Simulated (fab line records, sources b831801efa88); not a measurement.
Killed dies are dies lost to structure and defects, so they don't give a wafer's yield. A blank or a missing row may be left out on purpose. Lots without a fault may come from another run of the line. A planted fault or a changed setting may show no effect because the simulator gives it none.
fab line records | flow sky130
record lots=14 wafers=42 last_day=50
route steps=708 shown SONOS_TUNNEL@160 CONTACT@421 VIA1@478 METAL2@486 PAD_OPEN@708
lots that met no fault: from a run of the same line without faults
start_h: hours from the record's first day to the start of the lot's first wafer shown | wait_h: hours since the lot's step before | " the same as in the row above | L1.1+2: a row that stands for several wafers | - no value, or no start given | * or withheld: withheld | < > ~ a bound
route shown NAME@n: a module of which the file shows steps, and the number in the route of the first | usual: mean/standard deviation of fault-free wafers | same: alike in all rows | chamber/n: place in a boat | sites: the reading at each site | _std_site: their standard deviation | _edge_site: outer sites' mean less inner sites' | radius_mm: how far each site lies from the wafer's centre | mask NAME#n: copy n | behind: the tool/chamber that last shaped the wafer | hold: why the lot was held/for how many hours/how that ended | device: the transistor (n, p or np) that didn't switch | end of line: the same wafers' tests at the end of the route | a step without rows: its recipe alone | killed: dies lost to structure and defects at the first sort, not the wafer's yield | map: a wafer's dies, x killed, . not, _ none there
set.NAME: the setting as run; set.NAME@STEP: as run at that earlier step | model.NAME: the simulator's own value behind a step, which no gauge read
steps of the route over a sample of lots; a table a step, a row a wafer
services: from which hour (start_h, from the record's first day; less than 0 if before it) a tool's chamber was out of use, for how many hours, and why
## steps
# step SKY_SONOS_TUNNEL_DEVELOP_06
# recipe resist=NOVOLAK developer=TMAH develop_time_s=60 dev_temp_c=23
# columns lot.wafer tool chamber start_h wait_h
L527.1+3+6 litho_track-01 0 245.73 0.1
L528.2+3+6 litho_track-04 0 251.97 0.1
L529.2+4+6 litho_track-02 0 262.32 0.1
L530.2+4+6 litho_track-02 0 272.22 0.1
L533.2+5+6 litho_track-04 0 299.57 0.1
L536.1+2+6 litho_track-04 0 324.19 0.1
L539.2+4+6 litho_track-04 0 340.62 0.1
L540.3+5+6 litho_track-04 0 351.59 0.1
L542.1+3+5 litho_track-04 0 375.84 0.1
L544.2+3+5 litho_track-02 0 394.47 0.1
L545.2+3+6 litho_track-01 0 403.60 0.1
L547.1+4+5 litho_track-02 0 413.45 0.1
L550.1+3+6 litho_track-02 0 428.90 0.1
L549.1+5+6 litho_track-04 0 433.64 0.1
# step SKY_CONTACT_OVL_MEAS_15
# usual CONTACT_OVL=5/5.1
# columns lot.wafer tool chamber start_h wait_h CONTACT_OVL[nm]
L527.1 overlay-02 - 729.89 0.1 5
L527.3 " - " " 3
L527.6 " - " " 2
L528.2 overlay-02 - 735.92 0.1 14
L528.3 " - " " 6
L528.6 " - " " 12
L529.2 overlay-01 - 746.82 0.1 12
L529.4 " - " " 7
L529.6 " - " " 8
L530.2 overlay-01 - 759.62 0.1 17
L530.4 " - " " 11
L530.6 " - " " 13
L533.2 overlay-01 - 786.47 0.1 6
L533.5 " - " " 15
L533.6 " - " " 2
L536.1 overlay-01 - 808.12 0.1 4
L536.2 " - " " 11
L536.6 " - " " 11
L544.2 overlay-01 - 880.72 0.1 -4
L544.3 " - " " -4
L544.5 " - " " 2
L545.2 overlay-02 - 882.87 0.1 13
L545.3 " - " " 7
L545.6 " - " " 2
L547.1 overlay-02 - 891.21 0.1 6
L547.4 " - " " 7
L547.5 " - " " 4
L550.1 overlay-02 - 905.36 0.1 -1
L550.3 " - " " -5
L550.6 " - " " -3
L549.1 overlay-02 - 908.09 0.1 13
L549.5 " - " " 11
L549.6 " - " " 6
# step SKY_VIA1_SPUTTER_20
# recipe material=TiN target_thk_nm=20 chamber_pressure_pa=5 power_w=4000 time_s=80
# usual throttle_valve_pct=29.8/1.2
# same time_s=80
# columns lot.wafer tool chamber start_h wait_h throttle_valve_pct
L527.1 pvd_sputter-03 - 787.25 0.0 28.6
L527.3 " - " " 32.0
L527.6 " - " " 31.1
L528.2 pvd_sputter-04 - 793.22 0.0 29.8
L528.3 " - " " 30.3
L528.6 " - " " 27.6
L529.2 pvd_sputter-04 - 804.08 0.0 30.2
L529.4 " - " " 30.0
L529.6 " - " " 29.6
L530.2 pvd_sputter-03 - 816.86 0.0 30.4
L530.4 " - " " 28.4
L530.6 " - " " 30.8
L533.2 pvd_sputter-04 - 843.26 0.0 29.9
L533.5 " - " " 30.3
L533.6 " - " " 29.8
L536.1 pvd_sputter-03 - 864.29 0.0 28.3
L536.2 " - " " 29.0
L536.6 " - " " 31.7
L544.2 pvd_sputter-04 - 935.71 0.0 30.3
L544.3 " - " " 27.8
L544.5 " - " " 27.5
L545.2 pvd_sputter-01 - 937.21 0.0 31.1
L545.3 " - " " 31.3
L545.6 " - " " 29.6
L547.1 pvd_sputter-04 - 944.84 0.0 29.8
L547.4 " - " " 29.8
L547.5 " - " " 27.4
L550.1 pvd_sputter-04 - 958.34 0.0 29.6
L550.3 " - " " 30.3
L550.6 " - " " 30.1
L549.1 pvd_sputter-01 - 960.73 0.0 31.3
L549.5 " - " " 31.1
L549.6 " - " " 31.1
# step SKY_METAL2_SPUTTER_03
# recipe material=Ti target_thk_nm=5 power_w=3000 time_s=3.3 chamber_pressure_pa=0.4
# usual throttle_valve_pct=30.6/1.3
# same time_s=3.3
# columns lot.wafer tool chamber start_h wait_h throttle_valve_pct
L527.1 pvd_sputter-03 - 787.95 0.0 31.6
L527.3 " - " " 29.2
L527.6 " - " " 30.7
L528.2 pvd_sputter-02 - 793.93 0.0 33.8
L528.3 " - " " 30.5
L528.6 " - " " 30.4
L529.2 pvd_sputter-02 - 804.79 0.0 30.1
L529.4 " - " " 30.0
L529.6 " - " " 30.3
L530.2 pvd_sputter-02 - 817.56 0.0 29.9
L530.4 " - " " 30.2
L530.6 " - " " 30.1
L533.2 pvd_sputter-02 - 843.97 0.0 30.2
L533.5 " - " " 30.5
L533.6 " - " " 30.8
L536.1 pvd_sputter-02 - 865.00 0.0 33.5
L536.2 " - " " 30.6
L536.6 " - " " 30.2
L544.2 pvd_sputter-01 - 936.41 0.0 30.0
L544.3 " - " " 31.2
L544.5 " - " " 31.1
L545.2 pvd_sputter-03 - 938.11 0.0 28.4
L545.3 " - " " 30.6
L545.6 " - " " 30.8
L547.1 pvd_sputter-03 - 945.64 0.0 31.8
L547.4 " - " " 31.0
L547.5 " - " " 29.2
L550.1 pvd_sputter-03 - 959.05 0.0 31.6
L550.3 " - " " 29.1
L550.6 " - " " 28.3
L549.1 pvd_sputter-03 - 961.43 0.0 30.7
L549.5 " - " " 31.7
L549.6 " - " " 28.7
# step SKY_PAD_OPEN_PROBE_99
# usual killed_at_M0_to_M3=44/7.3 killed_at_M4_up=3.1/1.6 killed_at_contacts=24/5.4 killed_at_front_end=15/4 killed_at_other=0.2/0.49 killed_dies=86/10 killed_on_rim=17/3.7 killed_open=48/7.3 killed_short=38/6.3
# same gross_dies=492 killed_at_back_side=0
# columns lot.wafer tool chamber start_h wait_h hold killed_at_M0_to_M3 killed_at_M4_up killed_at_contacts killed_at_front_end killed_at_other killed_dies killed_on_rim killed_open killed_short
L527.1 prober-02 - 1069.33 0.1 - 47 3 20 13 0 83 14 43 40
L527.3 prober-02 - 1069.43 0.2 - 48 3 29 9 0 89 13 47 42
L527.6 prober-02 - 1069.58 0.2 - 37 2 18 16 0 73 15 39 34
L528.2 prober-01 - 1076.57 0.1 - 36 2 16 20 0 74 16 41 33
L528.3 prober-01 - 1076.62 0.2 - 47 3 22 18 0 90 18 50 40
L528.6 prober-01 - 1076.77 0.2 - 47 5 21 17 0 90 23 47 43
L529.2 prober-02 - 1084.38 0.1 - 56 3 24 11 1 95 18 55 40
L529.4 prober-02 - 1084.48 0.2 - 54 4 26 14 0 98 17 47 51
L529.6 prober-02 - 1084.58 0.2 - 49 3 34 9 0 95 20 60 35
L530.2 prober-01 - 1091.59 0.1 - 32 3 30 10 1 76 20 41 35
L530.4 prober-01 - 1091.69 0.2 - 35 6 18 12 0 71 18 39 32
L530.6 prober-01 - 1091.79 0.2 - 43 4 19 10 1 77 15 45 32
L533.2 prober-02 - 1113.47 0.1 - 34 1 10 13 1 59 8 33 26
L533.5 prober-02 - 1113.62 0.2 - 43 2 26 12 0 83 18 54 29
L533.6 prober-02 - 1113.67 0.2 - 45 5 34 19 0 103 25 59 44
L536.1 prober-01 - 1127.79 0.1 - 41 4 18 13 0 76 9 38 38
L536.2 prober-01 - 1127.84 0.1 - 45 5 28 9 0 87 15 43 44
L536.6 prober-01 - 1128.04 0.2 - 43 6 18 13 0 80 21 34 46
L539.2 prober-02 - 1144.06 0.1 await_dispo/3.6h/scrap 43 2 22 390 0 457 81 48 32
L539.4 prober-02 - 1144.16 0.2 await_dispo/3.6h/scrap 48 4 29 378 0 459 77 60 44
L539.6 prober-02 - 1144.26 0.2 await_dispo/3.6h/scrap 25 2 29 395 0 451 71 45 25
L540.3 prober-01 - 1150.84 0.2 await_dispo/3.7h/scrap 41 7 30 389 0 467 80 51 44
L540.5 prober-01 - 1150.94 0.2 await_dispo/3.7h/scrap 63 4 20 379 0 466 85 45 54
L540.6 prober-01 - 1150.99 0.2 await_dispo/3.7h/scrap 58 6 24 386 1 475 87 50 48
L542.1 prober-01 - 1165.54 0.1 await_dispo/3.3h/scrap 61 3 15 384 0 463 78 46 45
L542.3 prober-01 - 1165.64 0.2 await_dispo/3.3h/scrap 40 2 28 374 0 444 74 50 30
L542.5 prober-01 - 1165.74 0.2 await_dispo/3.3h/scrap 48 7 26 387 0 468 88 54 38
L545.2 prober-01 - 1182.42 0.1 - 40 5 24 18 0 87 13 59 28
L545.3 prober-01 - 1182.47 0.2 - 46 3 23 14 0 86 19 47 39
L545.6 prober-01 - 1182.62 0.2 - 49 2 23 12 0 86 21 52 34
L544.2 prober-02 - 1182.57 0.1 - 48 4 26 18 1 97 14 48 49
L544.3 prober-02 - 1182.62 0.2 - 48 3 30 11 0 92 20 48 44
L544.5 prober-02 - 1182.72 0.2 - 50 0 15 18 0 83 17 39 44
L547.1 prober-01 - 1187.58 0.1 - 38 1 25 13 0 77 10 50 27
L547.4 prober-01 - 1187.73 0.2 - 45 3 18 25 1 92 11 52 40
L547.5 prober-01 - 1187.78 0.2 - 45 4 34 13 0 96 18 57 39
L550.1 prober-01 - 1195.39 0.1 - 50 2 26 8 0 86 18 54 32
L550.3 prober-01 - 1195.49 0.2 - 53 6 23 12 0 94 17 58 36
L550.6 prober-01 - 1195.64 0.2 - 44 3 19 16 1 83 13 49 34
L549.1 prober-02 - 1197.62 0.1 - 44 5 25 20 0 94 19 54 40
L549.5 prober-02 - 1197.82 0.2 - 42 2 20 7 0 71 16 40 31
L549.6 prober-02 - 1197.87 0.2 - 41 3 21 16 1 82 17 50 32
# killed by level:class
L527.1 VIA1:geometric_particle:open=10 CONTACT:geometric_particle:open=9 CONTACT:geometric_particle:short=7 METAL2:geometric_particle:short=5 POLY_GATE:geometric_particle:open=5 VIA2:geometric_particle:short=5 METAL3:geometric_particle:short=5 FIELD_ISO:geometric_particle:open=4
L527.3 VIA1:geometric_particle:open=15 LI_CONTACT:geometric_particle:open=9 VIA1:geometric_particle:short=9 CONTACT:geometric_particle:open=8 METAL2:geometric_particle:short=5 VIA3:geometric_particle:open=5 LOCAL_INTERCONNECT:geometric_particle:short=5 VIA3:geometric_particle:short=4
L527.6 VIA1:geometric_particle:open=10 CONTACT:geometric_particle:open=9 CONTACT:geometric_particle:short=6 VIA1:geometric_particle:short=6 VIA3:geometric_particle:open=6 FIELD_ISO:geometric_particle:open=4 POLY_GATE:geometric_particle:open=3 METAL1:geometric_particle:short=3
L528.2 VIA1:geometric_particle:open=9 CONTACT:geometric_particle:open=6 FIELD_ISO:geometric_particle:open=5 VIA1:geometric_particle:short=5 METAL2:geometric_particle:short=5 FIELD_ISO:geometric_particle:short=4 POLY_GATE:geometric_particle:short=4 LI_CONTACT:geometric_particle:open=4
L528.3 VIA1:geometric_particle:open=9 VIA3:geometric_particle:open=8 CONTACT:geometric_particle:open=7 METAL1:geometric_particle:short=7 FIELD_ISO:geometric_particle:open=6 LOCAL_INTERCONNECT:geometric_particle:short=6 VIA2:geometric_particle:open=6 CONTACT:geometric_particle:short=5
L528.6 VIA1:geometric_particle:open=10 VIA3:geometric_particle:open=10 FIELD_ISO:geometric_particle:open=8 METAL1:geometric_particle:short=8 CONTACT:geometric_particle:short=7 VIA1:geometric_particle:short=7 FIELD_ISO:geometric_particle:short=5 CONTACT:geometric_particle:open=5
L529.2 VIA1:geometric_particle:open=11 CONTACT:geometric_particle:open=9 VIA2:geometric_particle:open=9 LI_CONTACT:geometric_particle:open=7 VIA3:geometric_particle:open=7 METAL1:geometric_particle:short=6 CONTACT:geometric_particle:short=6 VIA1:geometric_particle:short=6
L529.4 CONTACT:geometric_particle:open=11 METAL2:geometric_particle:short=10 VIA1:geometric_particle:open=8 LI_CONTACT:geometric_particle:open=7 METAL1:geometric_particle:short=7 FIELD_ISO:geometric_particle:short=6 VIA2:geometric_particle:open=6 METAL3:geometric_particle:short=6
L529.6 CONTACT:geometric_particle:open=17 VIA1:geometric_particle:open=12 LI_CONTACT:geometric_particle:open=9 METAL2:geometric_particle:short=9 VIA3:geometric_particle:open=6 VIA2:geometric_particle:open=6 METAL1:geometric_particle:short=5 CONTACT:geometric_particle:short=4
L530.2 CONTACT:geometric_particle:open=13 LI_CONTACT:geometric_particle:open=8 VIA1:geometric_particle:open=6 POLY_GATE:geometric_particle:short=5 METAL1:geometric_particle:short=5 METAL2:geometric_particle:short=5 CONTACT:geometric_particle:short=4 VIA2:geometric_particle:open=4
L530.4 CONTACT:geometric_particle:open=16 METAL2:geometric_particle:short=7 POLY_GATE:geometric_particle:open=5 METAL4:geometric_particle:short=5 METAL1:geometric_particle:short=4 VIA1:geometric_particle:open=4 VIA1:geometric_particle:short=4 VIA2:geometric_particle:short=4
L530.6 VIA1:geometric_particle:open=14 CONTACT:geometric_particle:open=8 VIA3:geometric_particle:short=7 VIA3:geometric_particle:open=6 LI_CONTACT:geometric_particle:open=6 CONTACT:geometric_particle:short=3 VIA1:geometric_particle:short=3 METAL3:geometric_particle:short=3
L533.2 VIA1:geometric_particle:open=10 FIELD_ISO:geometric_particle:open=7 LI_CONTACT:geometric_particle:open=4 VIA1:geometric_particle:short=4 METAL3:geometric_particle:short=4 LI_CONTACT:geometric_particle:short=3 CONTACT:geometric_particle:open=3 VIA3:geometric_particle:open=3
L533.5 VIA1:geometric_particle:open=13 CONTACT:geometric_particle:open=8 VIA3:geometric_particle:open=8 VIA2:geometric_particle:open=7 LI_CONTACT:geometric_particle:open=6 CONTACT:geometric_particle:short=4 METAL3:geometric_particle:short=4 SPACER:geometric_particle:short=3
L533.6 LI_CONTACT:geometric_particle:open=12 VIA1:geometric_particle:open=12 VIA2:geometric_particle:open=12 CONTACT:geometric_particle:open=9 FIELD_ISO:geometric_particle:short=7 CONTACT:geometric_particle:short=7 POLY_GATE:geometric_particle:open=6 METAL1:geometric_particle:short=6
L536.1 VIA1:geometric_particle:open=10 CONTACT:geometric_particle:open=6 METAL1:geometric_particle:short=5 VIA2:geometric_particle:open=5 FIELD_ISO:geometric_particle:short=4 LI_CONTACT:geometric_particle:open=4 LOCAL_INTERCONNECT:geometric_particle:short=4 VIA1:geometric_particle:short=4
L536.2 VIA2:geometric_particle:open=10 VIA1:geometric_particle:open=10 CONTACT:geometric_particle:open=8 CONTACT:geometric_particle:short=7 METAL2:geometric_particle:short=6 LI_CONTACT:geometric_particle:short=5 LI_CONTACT:geometric_particle:open=4 LOCAL_INTERCONNECT:geometric_particle:short=4
L536.6 METAL1:geometric_particle:short=9 VIA1:geometric_particle:short=9 CONTACT:geometric_particle:open=6 FIELD_ISO:geometric_particle:short=5 VIA2:geometric_particle:open=5 METAL3:geometric_particle:short=5 METAL4:geometric_particle:short=5 VIA1:geometric_particle:open=4
L539.2 SONOS_TUNNEL:area_develop=377 CONTACT:geometric_particle:open=12 VIA1:geometric_particle:open=10 METAL1:geometric_particle:short=5 VIA3:geometric_particle:open=4 METAL3:geometric_particle:short=4 SPACER:geometric_particle:open=4 LI_CONTACT:geometric_particle:open=4
L539.4 SONOS_TUNNEL:area_develop=355 VIA1:geometric_particle:open=17 LI_CONTACT:geometric_particle:open=10 VIA2:geometric_particle:open=8 POLY_GATE:geometric_particle:open=7 CONTACT:geometric_particle:short=7 VIA1:geometric_particle:short=7 POLY_GATE:geometric_particle:short=4
L539.6 SONOS_TUNNEL:area_develop=381 CONTACT:geometric_particle:open=14 VIA1:geometric_particle:open=13 CONTACT:geometric_particle:short=8 POLY_GATE:geometric_particle:open=5 LI_CONTACT:geometric_particle:open=4 METAL1:geometric_particle:short=4 FIELD_ISO:geometric_particle:open=3
L540.3 SONOS_TUNNEL:area_develop=372 CONTACT:geometric_particle:open=11 VIA1:geometric_particle:open=10 FIELD_ISO:geometric_particle:open=7 LI_CONTACT:geometric_particle:open=7 METAL2:geometric_particle:short=7 FIELD_ISO:geometric_particle:short=6 LOCAL_INTERCONNECT:geometric_particle:short=6
L540.5 SONOS_TUNNEL:area_develop=367 METAL2:geometric_particle:short=10 VIA2:geometric_particle:open=9 METAL1:geometric_particle:short=9 VIA1:geometric_particle:short=8 CONTACT:geometric_particle:open=8 VIA1:geometric_particle:open=8 LI_CONTACT:geometric_particle:open=7
L540.6 SONOS_TUNNEL:area_develop=377 VIA1:geometric_particle:short=10 VIA1:geometric_particle:open=9 LI_CONTACT:geometric_particle:open=8 VIA2:geometric_particle:open=8 CONTACT:geometric_particle:open=7 METAL1:geometric_particle:short=6 VIA3:geometric_particle:open=6
L542.1 SONOS_TUNNEL:area_develop=372 VIA1:geometric_particle:open=16 VIA2:geometric_particle:open=7 LI_CONTACT:geometric_particle:open=6 METAL2:geometric_particle:short=6 METAL3:geometric_particle:short=6 VIA3:geometric_particle:short=6 VIA1:geometric_particle:short=5
L542.3 SONOS_TUNNEL:area_develop=364 VIA1:geometric_particle:open=12 CONTACT:geometric_particle:open=9 VIA3:geometric_particle:open=8 LI_CONTACT:geometric_particle:open=7 CONTACT:geometric_particle:short=5 VIA1:geometric_particle:short=4 VIA2:geometric_particle:short=4
L542.5 SONOS_TUNNEL:area_develop=376 CONTACT:geometric_particle:open=14 VIA2:geometric_particle:open=10 VIA1:geometric_particle:open=9 VIA1:geometric_particle:short=7 METAL2:geometric_particle:short=5 VIA3:geometric_particle:short=5 VIA3:geometric_particle:open=5
L545.2 VIA1:geometric_particle:open=14 CONTACT:geometric_particle:open=11 POLY_GATE:geometric_particle:open=7 VIA2:geometric_particle:open=5 VIA3:geometric_particle:open=5 LI_CONTACT:geometric_particle:open=4 CONTACT:geometric_particle:short=4 METAL2:geometric_particle:short=4
L545.3 VIA1:geometric_particle:open=14 CONTACT:geometric_particle:open=9 FIELD_ISO:geometric_particle:open=5 LOCAL_INTERCONNECT:geometric_particle:short=5 VIA1:geometric_particle:short=5 METAL2:geometric_particle:short=4 VIA3:geometric_particle:open=4 VIA3:geometric_particle:short=4
L544.2 VIA1:geometric_particle:open=12 CONTACT:geometric_particle:open=11 METAL2:geometric_particle:short=8 FIELD_ISO:geometric_particle:short=6 CONTACT:geometric_particle:short=5 VIA2:geometric_particle:open=5 VIA3:geometric_particle:open=5 LI_CONTACT:geometric_particle:short=4
L544.3 CONTACT:geometric_particle:short=10 LI_CONTACT:geometric_particle:open=9 METAL1:geometric_particle:short=9 VIA2:geometric_particle:open=9 VIA1:geometric_particle:open=6 VIA3:geometric_particle:open=6 FIELD_ISO:geometric_particle:open=5 LOCAL_INTERCONNECT:geometric_particle:short=5
L545.6 VIA1:geometric_particle:open=11 VIA2:geometric_particle:open=10 CONTACT:geometric_particle:open=7 VIA3:geometric_particle:open=6 METAL1:geometric_particle:short=5 FIELD_ISO:geometric_particle:short=4 FIELD_ISO:geometric_particle:open=4 VIA1:geometric_particle:short=4
L544.5 VIA1:geometric_particle:open=11 METAL1:geometric_particle:short=10 METAL2:geometric_particle:short=9 FIELD_ISO:geometric_particle:open=6 VIA3:geometric_particle:open=5 VIA2:geometric_particle:open=4 LI_CONTACT:geometric_particle:open=4 CONTACT:geometric_particle:short=4
L547.1 CONTACT:geometric_particle:open=14 VIA1:geometric_particle:open=13 VIA3:geometric_particle:open=6 LI_CONTACT:geometric_particle:open=5 FIELD_ISO:geometric_particle:open=4 METAL1:geometric_particle:short=4 VIA1:geometric_particle:short=4 VIA2:geometric_particle:open=4
L547.4 VIA1:geometric_particle:open=14 CONTACT:geometric_particle:open=9 VIA2:geometric_particle:open=7 POLY_GATE:geometric_particle:short=6 METAL1:geometric_particle:short=6 VIA1:geometric_particle:short=6 FIELD_ISO:geometric_particle:short=5 LI_CONTACT:geometric_particle:open=4
L547.5 CONTACT:geometric_particle:open=13 VIA1:geometric_particle:open=12 VIA2:geometric_particle:open=8 LI_CONTACT:geometric_particle:open=7 LOCAL_INTERCONNECT:geometric_particle:short=7 VIA3:geometric_particle:open=6 POLY_GATE:geometric_particle:short=6 METAL1:geometric_particle:short=4
L550.1 VIA1:geometric_particle:open=12 LI_CONTACT:geometric_particle:open=10 CONTACT:geometric_particle:open=10 VIA2:geometric_particle:open=10 VIA3:geometric_particle:open=8 METAL1:geometric_particle:short=6 VIA1:geometric_particle:short=4 VIA3:geometric_particle:short=4
L550.3 VIA1:geometric_particle:open=11 LI_CONTACT:geometric_particle:open=9 VIA2:geometric_particle:open=9 CONTACT:geometric_particle:open=8 VIA3:geometric_particle:open=8 METAL2:geometric_particle:short=7 POLY_GATE:geometric_particle:short=4 POLY_GATE:geometric_particle:open=4
L550.6 VIA1:geometric_particle:open=10 VIA2:geometric_particle:open=9 VIA3:geometric_particle:open=7 CONTACT:geometric_particle:short=6 POLY_GATE:geometric_particle:open=5 LI_CONTACT:geometric_particle:open=5 LI_CONTACT:geometric_particle:short=4 VIA1:geometric_particle:short=4
L549.1 VIA1:geometric_particle:open=14 CONTACT:geometric_particle:open=11 VIA3:geometric_particle:open=6 LI_CONTACT:geometric_particle:open=5 METAL2:geometric_particle:open=5 METAL4:geometric_particle:short=5 FIELD_ISO:geometric_particle:open=4 CONTACT:geometric_particle:short=4
L549.5 VIA1:geometric_particle:open=11 CONTACT:geometric_particle:open=7 VIA2:geometric_particle:open=6 VIA3:geometric_particle:open=6 METAL1:geometric_particle:short=5 LOCAL_INTERCONNECT:geometric_particle:short=4 POLY_GATE:geometric_particle:open=3 LI_CONTACT:geometric_particle:short=3
L549.6 CONTACT:geometric_particle:open=9 VIA1:geometric_particle:open=9 VIA3:geometric_particle:open=6 POLY_GATE:geometric_particle:open=6 LI_CONTACT:geometric_particle:open=6 VIA1:geometric_particle:short=6 METAL1:geometric_particle:short=4 CONTACT:geometric_particle:short=4
## services
# columns tool chamber start_h hours kind
pvd_sputter-04 - 229.25 1.7 repair
pvd_sputter-03 - 263.09 2.9 repair
pvd_sputter-02 - 272.21 1.6 repair
pvd_sputter-02 - 417.94 0.8 repair
pvd_sputter-04 1 455.98 - consumable_replace:kit
pvd_sputter-04 1 455.98 18.0 scheduled_down
pvd_sputter-04 1 455.98 18.0 vent_cycle
pvd_sputter-02 - 482.28 7.9 repair
pvd_sputter-01 - 490.42 5.8 repair
pvd_sputter-03 2 581.52 - consumable_replace:kit
pvd_sputter-03 2 581.52 18.0 scheduled_down
pvd_sputter-03 2 581.52 18.0 vent_cycle
pvd_sputter-04 - 651.79 2.8 repair
pvd_sputter-03 - 668.16 1.2 repair
pvd_sputter-01 - 691.96 24.5 repair
pvd_sputter-04 - 727.11 4.1 repair
pvd_sputter-02 - 802.46 1.1 repair
pvd_sputter-02 - 803.03 1.2 repair
pvd_sputter-02 - 811.89 4.4 repair
pvd_sputter-01 - 841.57 7.9 repair
pvd_sputter-03 - 877.83 0.5 repair
pvd_sputter-03 - 929.30 0.9 repair
pvd_sputter-04 0 931.34 - consumable_replace:kit
pvd_sputter-02 - 935.83 12.5 repair
## key
first_sign step=SKY_PAD_OPEN_PROBE_99 reading=killed_at_front_end direction=up sigmas=92 usual=15 struck=385
effect step=SKY_PAD_OPEN_PROBE_99 reading=killed_dies direction=up sigmas=37 usual=86 struck=461
more_kills_born_at SKY_SONOS_TUNNEL_DEVELOP_06@litho_track-04=3341
met_at SKY_SONOS_TUNNEL_DEVELOP_06
struck_lots L539,L540,L542
later_rows_left_out L539.2,L539.4,L539.6,L540.3,L540.5,L540.6,L542.1,L542.3,L542.5
tester_left_out L539,L540,L542
not_acting_at SKY_CONTACT_OVL_MEAS_15,SKY_VIA1_SPUTTER_20,SKY_METAL2_SPUTTER_03
onset_between 324.19 340.62
fault kind=process_parameter_drift tool=litho_track-04 chamber=- onset_h=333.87 steps=SKY_SONOS_TUNNEL_DEVELOP_06 channel=develop_time_s offset=* shape=step end_h=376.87 acts_in=* stated=*
# tester_left_out: of these lots the tester's yield and bins aren't shown, on N5 and GAA mostly nor the transistor test; their killed dies are dies lost to structure and defects alone, not to doping, threshold or leakage, so they don't give the yield
# later_rows_left_out: the simulator's readings of these wafers behind a module that went badly wrong aren't trusted and aren't shown, but for the sort
